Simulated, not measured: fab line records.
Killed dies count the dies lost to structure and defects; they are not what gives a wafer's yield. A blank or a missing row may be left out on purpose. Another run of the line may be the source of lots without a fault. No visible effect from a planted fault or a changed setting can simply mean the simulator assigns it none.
fab line records + flow sfq-line
[record]
- lots = 13
- wafers = 39
- last-day = 91
route steps=325 shown L0V@16 I2@103 R5@225 M6@263
lots that met no fault: from a run of the same line without faults
start-h: hours from the record's first day to the start of the lot's first wafer shown + wait-h: time in hours since the lot's previous step + " repeats the value in the row above + L1.1+2: several wafers, shown together as one row + - no value, or no start given + * or withheld: withheld + < > ~ a bound
route shown NAME@n: a module of which the file shows steps, and the number in the route of the first + usual: mean/standard deviation of fault-free wafers + same: alike in all rows + chamber/n: place in a boat + sites: readings site by site + _std_site: standard deviation of those values + _edge_site: outer sites' mean less inner sites' + radius-mm: how far each site lies from the wafer's centre + mask NAME#n: copy n + behind: the last tool/chamber to shape the wafer + hold: cause of the lot's hold/its duration in hours/its outcome + device: the transistor (n, p or np) that didn't switch + end of line: tests run on the same wafers once the route is complete + a step with no rows: only its recipe + killed: dies lost to structure and defects at the first sort, not the wafer's yield + map: a wafer's dies, marking killed ones x, the rest . and places with no die _
set.NAME: setting as actually run; set.NAME@STEP: the setting as run at that earlier step + model.NAME: the simulator's own value behind a step, which no gauge read
one table for each step of the route and one row for each wafer, over a sample of lots
services: a tool's chamber out of use, with start hour (start-h, from the record's first day; less than 0 if before it), hours out, and reason
[[steps]]
[step SFQ_TRILAYER_L0_CAP_PECVD_011]
[recipe]
- material = SiO2
- temp-c = 150
- time-s = 13.333
- pressure-torr = 2.4
- rf-w = 183.3
- precursor = SiH4/N2O
- target-thk-nm = 60
[usual]
- heater-power-w = 84/21
- rf-fwd-power-W = 180.1/1
- throttle-valve-pct = 25.4/1.9
| lot.wafer | tool     | chamber | start-h | wait-h | heater-power-w | rf-fwd-power-W | throttle-valve-pct |
|-----------|----------|---------|---------|--------|----------------|----------------|--------------------|
| L713.2    | pecvd-01 | 1       | 35.53   | 0.0    | 47             | 178.6          | 28.5               |
| L713.4    | "        | 0       | "       | "      | 97             | 179.1          | 28.8               |
| L713.5    | "        | 1       | "       | "      | 48             | 179.6          | 28.6               |
| L715.1    | pecvd-01 | 1       | 38.96   | 0.0    | 48             | 179.5          | 28.5               |
| L715.2    | "        | 0       | "       | "      | 99             | 179.2          | 28.7               |
| L715.3    | "        | 2       | "       | "      | 69             | 179.5          | 24.7               |
| L716.1    | pecvd-03 | 1       | 41.36   | 0.0    | 82             | 181.2          | 23.6               |
| L716.4    | "        | 0       | "       | "      | 112            | 179.8          | 23.6               |
| L716.5    | "        | 2       | "       | "      | 111            | 178.9          | 23.6               |
| L718.1    | pecvd-04 | 2       | 44.96   | 0.0    | 81             | 180.2          | 24.7               |
| L718.3    | "        | 0       | "       | "      | 85             | 182.2          | 24.2               |
| L718.4    | "        | 0       | "       | "      | 83             | 182.4          | 24.3               |
| L719.2    | pecvd-03 | 1       | 46.16   | 0.0    | 87             | 180.3          | 24.1               |
| L719.4    | "        | 2       | "       | "      | 107            | 178.8          | 23.7               |
| L719.5    | "        | 1       | "       | "      | 85             | 179.9          | 23.6               |
| L723.1    | pecvd-01 | 0       | 82.38   | 0.0    | 101            | 179.2          | 28.8               |
| L723.5    | "        | 1       | "       | "      | 44             | 178.0          | 28.3               |
| L723.6    | "        | 0       | "       | "      | 101            | 179.3          | 28.8               |
| L724.1    | pecvd-03 | 2       | 91.98   | 0.0    | 109            | 179.3          | 23.8               |
| L724.2    | "        | 1       | "       | "      | 87             | 181.0          | 24.1               |
| L724.5    | "        | 1       | "       | "      | 83             | 181.7          | 24.1               |
| L725.1    | pecvd-01 | 2       | 97.98   | 0.0    | 63             | 180.1          | 24.6               |
| L725.4    | "        | 2       | "       | "      | 65             | 180.3          | 25.0               |
| L725.6    | "        | 0       | "       | "      | 103            | 179.6          | 28.9               |
| L726.3    | pecvd-03 | 2       | 103.03  | 0.0    | 95             | 178.9          | 23.9               |
| L726.4    | "        | 1       | "       | "      | 86             | 181.2          | 24.0               |
| L726.6    | "        | 0       | "       | "      | 111            | 180.4          | 23.9               |
| L727.2    | pecvd-01 | 0       | 107.83  | 0.0    | 97             | 179.1          | 28.9               |
| L727.3    | "        | 1       | "       | "      | 46             | 179.4          | 28.3               |
| L727.5    | "        | 0       | "       | "      | 100            | 179.8          | 28.6               |
| L728.3    | pecvd-03 | 1       | 119.78  | 0.0    | 84             | 181.4          | 24.4               |
| L728.4    | "        | 1       | "       | "      | 83             | 181.5          | 24.3               |
| L728.5    | "        | 2       | "       | "      | 102            | 178.8          | 24.1               |
| L733.2    | pecvd-03 | 2       | 183.31  | 0.0    | 119            | 149.7          | 23.9               |
| L733.5    | "        | 2       | "       | "      | 120            | 149.1          | 23.8               |
| L733.6    | "        | 0       | "       | "      | 99             | 179.5          | 24.5               |
| L736.1    | pecvd-01 | 0       | 214.51  | 0.0    | 86             | 180.5          | 23.8               |
| L736.5    | "        | 2       | "       | "      | 67             | 179.7          | 22.5               |
| L736.6    | "        | 0       | "       | "      | 89             | 179.0          | 23.6               |
[step SFQ_TRILAYER_L0_VIA_ETCH_VIA_ETCH_016]
[recipe]
- target = SiO2
- stop-on = MoNx_KI
- mask-material = PR
- chemistry = CHF3
- target-depth-nm = 80
- source-w = 500
- bias-w = 80
- pressure-mtorr = 30
- time-s = withheld
[usual]
- drypump-motor-current-A = 5.8/0.43
- oes-product-au = 0.842/0.0077
| lot.wafer | tool        | chamber | start-h | wait-h | drypump-motor-current-A | oes-product-au |
|-----------|-------------|---------|---------|--------|-------------------------|----------------|
| L713.2    | rie-diel-02 | 1       | 100.78  | 0.0    | 5.7                     | 0.836          |
| L713.4    | "           | 2       | "       | "      | 6.5                     | 0.832          |
| L713.5    | "           | 0       | "       | "      | 5.0                     | 0.842          |
| L715.1    | rie-diel-04 | 0       | 105.58  | 0.0    | 6.0                     | 0.840          |
| L715.2    | "           | 3       | "       | "      | 5.4                     | 0.837          |
| L715.3    | "           | 1       | "       | "      | 6.0                     | 0.856          |
| L716.1    | rie-diel-04 | 1       | 109.18  | 0.0    | 5.9                     | 0.835          |
| L716.4    | "           | 2       | "       | "      | 6.0                     | 0.842          |
| L716.5    | "           | 1       | "       | "      | 5.9                     | 0.852          |
| L718.1    | rie-diel-02 | 0       | 115.18  | 0.0    | 5.0                     | 0.840          |
| L718.3    | "           | 2       | "       | "      | 6.5                     | 0.847          |
| L718.4    | "           | 3       | "       | "      | 6.0                     | 0.839          |
| L719.2    | rie-diel-04 | 3       | 116.38  | 0.0    | 5.3                     | 0.830          |
| L719.4    | "           | 0       | "       | "      | 6.0                     | 0.844          |
| L719.5    | "           | 3       | "       | "      | 5.3                     | 0.848          |
| L723.1    | rie-diel-03 | 0       | 136.09  | 0.0    | 6.4                     | 0.838          |
| L723.5    | "           | 3       | "       | "      | 5.8                     | 0.854          |
| L723.6    | "           | 0       | "       | "      | 6.4                     | 0.844          |
| L724.1    | rie-diel-02 | 2       | 142.78  | 0.0    | 6.5                     | 0.851          |
| L724.2    | "           | 1       | "       | "      | 5.7                     | 0.835          |
| L724.5    | "           | 3       | "       | "      | 6.0                     | 0.850          |
| L725.1    | rie-diel-02 | 2       | 152.38  | 0.0    | 6.5                     | 0.858          |
| L725.4    | "           | 0       | "       | "      | 5.0                     | 0.846          |
| L725.6    | "           | 0       | "       | "      | 5.0                     | 0.842          |
| L726.3    | rie-diel-04 | 0       | 161.98  | 0.0    | 6.0                     | 0.840          |
| L726.4    | "           | 2       | "       | "      | 6.0                     | 0.837          |
| L726.6    | "           | 0       | "       | "      | 6.0                     | 0.837          |
| L727.2    | rie-diel-03 | 2       | 170.38  | 0.0    | 5.4                     | 0.828          |
| L727.3    | "           | 0       | "       | "      | 6.4                     | 0.836          |
| L727.5    | "           | 0       | "       | "      | 6.4                     | 0.850          |
| L728.3    | rie-diel-02 | 0       | 194.51  | 0.0    | 5.1                     | 0.841          |
| L728.4    | "           | 1       | "       | "      | 5.7                     | 0.858          |
| L728.5    | "           | 1       | "       | "      | 5.7                     | 0.852          |
| L733.2    | rie-diel-02 | 2       | 289.39  | 0.0    | 6.5                     | 0.818          |
| L733.5    | "           | 0       | "       | "      | 5.1                     | 0.828          |
| L733.6    | "           | 3       | "       | "      | 6.0                     | 0.833          |
| L736.1    | rie-diel-02 | 0       | 322.43  | 0.0    | 5.1                     | 0.837          |
| L736.5    | "           | 2       | "       | "      | 6.5                     | 0.846          |
| L736.6    | "           | 0       | "       | "      | 5.1                     | 0.838          |
[step SFQ_TRILAYER_I2_DEP_PECVD_063]
[recipe]
- material = SiO2
- temp-c = 150
- time-s = 111.11
- pressure-torr = 2.4
- rf-w = 183.3
- precursor = SiH4/N2O
- target-thk-nm = 500
[usual]
- heater-power-w = 87/11
- rf-fwd-power-W = 182.4/0.7
- throttle-valve-pct = 24.5/1.1
| lot.wafer | tool     | chamber | start-h | wait-h | heater-power-w | rf-fwd-power-W | throttle-valve-pct |
|-----------|----------|---------|---------|--------|----------------|----------------|--------------------|
| L713.2    | pecvd-04 | 2       | 708.80  | 0.0    | 79             | 181.6          | 23.5               |
| L713.4    | "        | 1       | "       | "      | 96             | 182.9          | 22.7               |
| L713.5    | "        | 0       | "       | "      | 87             | 182.8          | 22.6               |
| L715.1    | pecvd-02 | 0       | 726.39  | 0.0    | 84             | 181.5          | 25.7               |
| L715.2    | "        | 2       | "       | "      | 68             | 182.4          | 24.3               |
| L715.3    | "        | 1       | "       | "      | 83             | 182.2          | 23.6               |
| L716.1    | pecvd-02 | 1       | 735.22  | 0.0    | 86             | 182.0          | 23.6               |
| L716.4    | "        | 1       | "       | "      | 88             | 182.1          | 24.0               |
| L716.5    | "        | 0       | "       | "      | 83             | 181.5          | 25.3               |
| L718.1    | pecvd-02 | 2       | 758.23  | 0.0    | 77             | 181.9          | 24.5               |
| L718.3    | "        | 0       | "       | "      | 80             | 182.4          | 25.7               |
| L718.4    | "        | 1       | "       | "      | 84             | 183.7          | 23.8               |
| L719.2    | pecvd-02 | 1       | 764.04  | 0.0    | 89             | 183.5          | 23.9               |
| L719.4    | "        | 1       | "       | "      | 74             | 183.4          | 23.8               |
| L719.5    | "        | 2       | "       | "      | 71             | 182.5          | 24.1               |
| L723.1    | pecvd-04 | 0       | 809.14  | 0.0    | 89             | 183.2          | 23.5               |
| L723.5    | "        | 1       | "       | "      | 104            | 183.2          | 23.1               |
| L723.6    | "        | 2       | "       | "      | 86             | 183.9          | 24.4               |
| L724.1    | pecvd-03 | 0       | 826.24  | 0.0    | 95             | 182.4          | 26.3               |
| L724.2    | "        | 2       | "       | "      | 104            | 181.9          | 25.2               |
| L724.5    | "        | 0       | "       | "      | 102            | 182.7          | 25.9               |
| L725.1    | pecvd-02 | 1       | 844.27  | 0.0    | 79             | 182.9          | 24.0               |
| L725.4    | "        | 0       | "       | "      | 88             | 180.8          | 25.5               |
| L725.6    | "        | 1       | "       | "      | 82             | 183.3          | 23.5               |
| L726.3    | pecvd-04 | 1       | 851.51  | 0.0    | 101            | 182.3          | 23.0               |
| L726.4    | "        | 2       | "       | "      | 81             | 181.7          | 24.2               |
| L726.6    | "        | 1       | "       | "      | 100            | 182.9          | 22.9               |
| L727.2    | pecvd-03 | 1       | 856.39  | 0.0    | 83             | 182.9          | 26.5               |
| L727.3    | "        | 0       | "       | "      | 104            | 181.9          | 25.9               |
| L727.5    | "        | 1       | "       | "      | 85             | 183.5          | 26.2               |
| L728.3    | pecvd-03 | 0       | 861.98  | 0.0    | 109            | 182.6          | 25.9               |
| L728.4    | "        | 1       | "       | "      | 85             | 183.1          | 26.5               |
| L728.5    | "        | 0       | "       | "      | 109            | 182.3          | 25.9               |
| L733.2    | pecvd-02 | 2       | 869.59  | 0.0    | 79             | 182.3          | 24.3               |
| L733.5    | "        | 2       | "       | "      | 66             | 182.1          | 24.5               |
| L733.6    | "        | 1       | "       | "      | 87             | 182.4          | 23.9               |
| L736.1    | pecvd-04 | 2       | 929.59  | 0.0    | 82             | 182.9          | 24.6               |
| L736.5    | "        | 2       | "       | "      | 83             | 182.5          | 24.9               |
| L736.6    | "        | 1       | "       | "      | 94             | 182.8          | 23.3               |
[step SFQ_TRILAYER_R5_ETCH_METAL_ETCH_139]
[recipe]
- stop-on = SiO2
- mask-material = PR
- chemistry = Cl2
- target-depth-nm = 60
- icp-w = 600
- bias-w = 80
- pressure-mtorr = 10
- time-s = 40
[usual]
- drypump-motor-current-A = 5.5/0.42
- oes-product-au = 0.991/0.0064
| lot.wafer | tool         | chamber | start-h | wait-h | drypump-motor-current-A | oes-product-au | rf-hours-counter-h |
|-----------|--------------|---------|---------|--------|-------------------------|----------------|--------------------|
| L713.2    | rie-metal-02 | 1       | 1453.03 | 0.0    | 4.8                     | 0.982          | 99                 |
| L713.4    | "            | 1       | "       | "      | 4.8                     | 0.991          | -                  |
| L713.5    | "            | 1       | "       | "      | 4.8                     | 0.990          | -                  |
| L715.1    | rie-metal-02 | 0       | 1472.10 | 0.0    | 5.7                     | 0.992          | 28                 |
| L715.2    | "            | 1       | "       | "      | 4.9                     | 0.992          | 101                |
| L715.3    | "            | 0       | "       | "      | 5.7                     | 0.993          | -                  |
| L716.1    | rie-metal-01 | 1       | 1474.50 | 0.0    | 5.8                     | 0.986          | 16                 |
| L716.4    | "            | 0       | "       | "      | 6.0                     | 1.000          | -                  |
| L716.5    | "            | 1       | "       | "      | 5.8                     | 0.979          | -                  |
| L718.1    | rie-metal-01 | 1       | 1611.92 | 0.0    | 5.8                     | 0.983          | 37                 |
| L718.3    | "            | 1       | "       | "      | 5.8                     | 0.988          | -                  |
| L718.4    | "            | 0       | "       | "      | 6.0                     | 0.986          | -                  |
| L719.2    | rie-metal-02 | 0       | 1614.32 | 0.0    | 5.7                     | 0.998          | 48                 |
| L719.4    | "            | 1       | "       | "      | 4.8                     | 0.985          | -                  |
| L719.5    | "            | 0       | "       | "      | 5.7                     | 0.994          | -                  |
| L723.1    | rie-metal-01 | 1       | 1644.14 | 0.1    | 5.8                     | 0.992          | 42                 |
| L723.5    | "            | 0       | "       | "      | 6.0                     | 0.988          | -                  |
| L723.6    | "            | 1       | "       | "      | 5.8                     | 0.992          | -                  |
| L724.1    | rie-metal-01 | 0       | 1645.34 | 0.1    | 6.0                     | 0.990          | 85                 |
| L724.2    | "            | 1       | "       | "      | 5.8                     | 0.997          | 43                 |
| L724.5    | "            | 0       | "       | "      | 6.0                     | 0.989          | -                  |
| L725.1    | rie-metal-04 | 0       | 1646.52 | 0.0    | 5.4                     | 0.989          | 51                 |
| L725.4    | "            | 1       | "       | "      | 5.0                     | 0.980          | -                  |
| L725.6    | "            | 0       | "       | "      | 5.4                     | 0.993          | -                  |
| L726.3    | rie-metal-01 | 0       | 1647.77 | 0.1    | 6.1                     | 0.999          | -                  |
| L726.4    | "            | 1       | "       | "      | 5.7                     | 0.999          | -                  |
| L726.6    | "            | 1       | "       | "      | 5.8                     | 0.996          | -                  |
| L727.2    | rie-metal-04 | 1       | 1649.67 | 0.0    | 4.9                     | 0.988          | 97                 |
| L727.3    | "            | 0       | "       | "      | 5.4                     | 0.994          | -                  |
| L727.5    | "            | 0       | "       | "      | 5.4                     | 0.985          | -                  |
| L728.3    | rie-metal-02 | 1       | 1779.42 | 0.0    | 4.8                     | 0.992          | -                  |
| L728.4    | "            | 0       | "       | "      | 5.7                     | 0.993          | -                  |
| L728.5    | "            | 0       | "       | "      | 5.7                     | 0.995          | -                  |
| L733.2    | rie-metal-02 | 0       | 1802.28 | 0.1    | 5.7                     | 0.993          | -                  |
| L733.5    | "            | 0       | "       | "      | 5.7                     | 0.997          | -                  |
| L733.6    | "            | 0       | "       | "      | 5.7                     | 0.993          | -                  |
| L736.1    | rie-metal-04 | 1       | 1836.10 | 0.0    | 4.9                     | 0.991          | 122                |
| L736.5    | "            | 1       | "       | "      | 4.9                     | 0.986          | -                  |
| L736.6    | "            | 0       | "       | "      | 5.4                     | 0.997          | -                  |
[step SFQ_TRILAYER_M6_ETCH_METAL_ETCH_162]
[recipe]
- target = Nb
- stop-on = SiO2
- mask-material = PR
- chemistry = Cl2/Ar
- target-depth-nm = 240
- icp-w = 600
- bias-w = 80
- pressure-mtorr = 10
- time-s = 120
[usual]
- drypump-motor-current-A = 5.5/0.46
- oes-product-au = 0.896/0.0082
| lot.wafer | tool         | chamber | start-h | wait-h | drypump-motor-current-A | oes-product-au | rf-hours-counter-h |
|-----------|--------------|---------|---------|--------|-------------------------|----------------|--------------------|
| L713.2    | rie-metal-03 | 1       | 1701.24 | 0.0    | 6.2                     | 0.893          | 100                |
| L713.4    | "            | 0       | "       | "      | 5.0                     | 0.892          | -                  |
| L713.5    | "            | 1       | "       | "      | 6.2                     | 0.892          | -                  |
| L715.1    | rie-metal-04 | 0       | 1714.44 | 0.0    | 5.5                     | 0.907          | 60                 |
| L715.2    | "            | 1       | "       | "      | 5.0                     | 0.882          | 106                |
| L715.3    | "            | 0       | "       | "      | 5.4                     | 0.896          | -                  |
| L716.1    | rie-metal-03 | 0       | 1715.66 | 0.1    | 4.9                     | 0.910          | 8                  |
| L716.4    | "            | 1       | "       | "      | 6.2                     | 0.909          | -                  |
| L716.5    | "            | 1       | "       | "      | 6.2                     | 0.904          | -                  |
| L718.1    | rie-metal-04 | 1       | 1826.50 | 0.0    | 4.9                     | 0.906          | 121                |
| L718.3    | "            | 1       | "       | "      | 4.9                     | 0.906          | -                  |
| L718.4    | "            | 0       | "       | "      | 5.4                     | 0.891          | -                  |
| L719.2    | rie-metal-03 | 1       | 1828.90 | 0.0    | 6.3                     | 0.886          | 115                |
| L719.4    | "            | 0       | "       | "      | 5.0                     | 0.890          | -                  |
| L719.5    | "            | 0       | "       | "      | 4.9                     | 0.886          | -                  |
| L723.1    | rie-metal-04 | 1       | 1860.10 | 0.0    | 4.9                     | 0.887          | 126                |
| L723.5    | "            | 1       | "       | "      | 4.9                     | 0.900          | -                  |
| L723.6    | "            | 0       | "       | "      | 5.4                     | 0.894          | -                  |
| L724.1    | rie-metal-01 | 1       | 1862.50 | 0.0    | 5.7                     | 0.896          | 73                 |
| L724.2    | "            | 0       | "       | "      | 6.0                     | 0.907          | 116                |
| L724.5    | "            | 1       | "       | "      | 5.8                     | 0.894          | -                  |
| L725.1    | rie-metal-03 | 0       | 1864.96 | 0.1    | 4.9                     | 0.903          | 29                 |
| L725.4    | "            | 0       | "       | "      | 5.0                     | 0.882          | -                  |
| L725.6    | "            | 0       | "       | "      | 4.9                     | 0.897          | -                  |
| L726.3    | rie-metal-04 | 0       | 1867.44 | 0.1    | 5.4                     | 0.896          | -                  |
| L726.4    | "            | 0       | "       | "      | 5.4                     | 0.894          | -                  |
| L726.6    | "            | 0       | "       | "      | 5.4                     | 0.901          | -                  |
| L727.2    | rie-metal-01 | 0       | 1881.70 | 0.0    | 6.0                     | 0.885          | 120                |
| L727.3    | "            | 1       | "       | "      | 5.7                     | 0.903          | -                  |
| L727.5    | "            | 0       | "       | "      | 6.0                     | 0.893          | -                  |
| L728.3    | rie-metal-03 | 0       | 1891.76 | 0.1    | 5.0                     | 0.906          | -                  |
| L728.4    | "            | 1       | "       | "      | 6.2                     | 0.908          | -                  |
| L728.5    | "            | 1       | "       | "      | 6.2                     | 0.895          | -                  |
| L733.2    | rie-metal-01 | 0       | 1906.22 | 0.0    | 6.0                     | 0.900          | 125                |
| L733.5    | "            | 1       | "       | "      | 5.7                     | 0.895          | -                  |
| L733.6    | "            | 0       | "       | "      | 6.0                     | 0.894          | -                  |
| L736.1    | rie-metal-03 | 0       | 1928.46 | 0.0    | 4.9                     | 0.889          | 41                 |
| L736.5    | "            | 0       | "       | "      | 5.0                     | 0.902          | -                  |
| L736.6    | "            | 1       | "       | "      | 6.2                     | 0.902          | -                  |
[[services]]
| tool     | chamber | start-h | hours | kind   |
|----------|---------|---------|-------|--------|
| pecvd-03 | -       | 36.18   | 0.5   | repair |
| pecvd-03 | 2       | 196.31  | 3.8   | repair |
| pecvd-03 | 0       | 309.01  | 27.1  | repair |
| pecvd-03 | -       | 370.30  | 0.3   | repair |
| pecvd-03 | -       | 519.34  | 1.3   | repair |
| pecvd-03 | 1       | 522.07  | 5.5   | repair |
| pecvd-03 | -       | 544.26  | 0.4   | repair |
| pecvd-03 | 0       | 548.85  | 10.5  | repair |
| pecvd-03 | 0       | 598.39  | 10.3  | repair |
| pecvd-03 | 1       | 617.48  | 3.6   | repair |
| pecvd-03 | 1       | 709.46  | 5.4   | repair |
| pecvd-03 | -       | 813.84  | 0.4   | repair |
| pecvd-03 | 1       | 868.55  | 2.9   | repair |
| pecvd-03 | 2       | 946.22  | 13.2  | repair |
| pecvd-03 | 2       | 982.40  | 5.9   | repair |
| pecvd-03 | 0       | 1001.27 | 19.2  | repair |
| pecvd-03 | -       | 1034.01 | 2.8   | pm     |
| pecvd-03 | -       | 1051.26 | 1.3   | repair |
| pecvd-03 | 2       | 1083.35 | 3.7   | repair |
| pecvd-03 | -       | 1113.98 | 6.0   | pm     |
| pecvd-03 | 2       | 1183.80 | 1.9   | repair |
| pecvd-03 | -       | 1316.75 | 14.0  | pm     |
| pecvd-03 | -       | 1606.05 | 4.3   | repair |
| pecvd-03 | 1       | 1651.37 | 15.7  | repair |
[[key]]
[first-sign]
- step = SFQ_TRILAYER_L0_CAP_PECVD_011
- reading = rf-fwd-power-W
- direction = down
- sigmas = 29
- usual = 180.1
- struck = 149.4
[effect]
- step = SFQ_TRILAYER_L0_VIA_ETCH_VIA_ETCH_016
- reading = oes-product-au
- direction = down
- sigmas = 2.5
- usual = 0.842
- struck = 0.823
met-at SFQ_TRILAYER_L0_CAP_PECVD_011
struck-lots L733
struck-wafers L733.2,L733.5
not-acting-at SFQ_TRILAYER_I2_DEP_PECVD_063,SFQ_TRILAYER_R5_ETCH_METAL_ETCH_139,SFQ_TRILAYER_M6_ETCH_METAL_ETCH_162
onset-between 119.78 183.31
[fault]
- kind = process-parameter-drift
- tool = pecvd-03
- chamber = 2
- onset-h = 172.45
- steps = SFQ_TRILAYER_L0_CAP_PECVD_011
- channel = rf-w
- offset = -29.328
- shape = step
- end-h = 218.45
- acts-in = these-recipes-only
- stated = 183.3
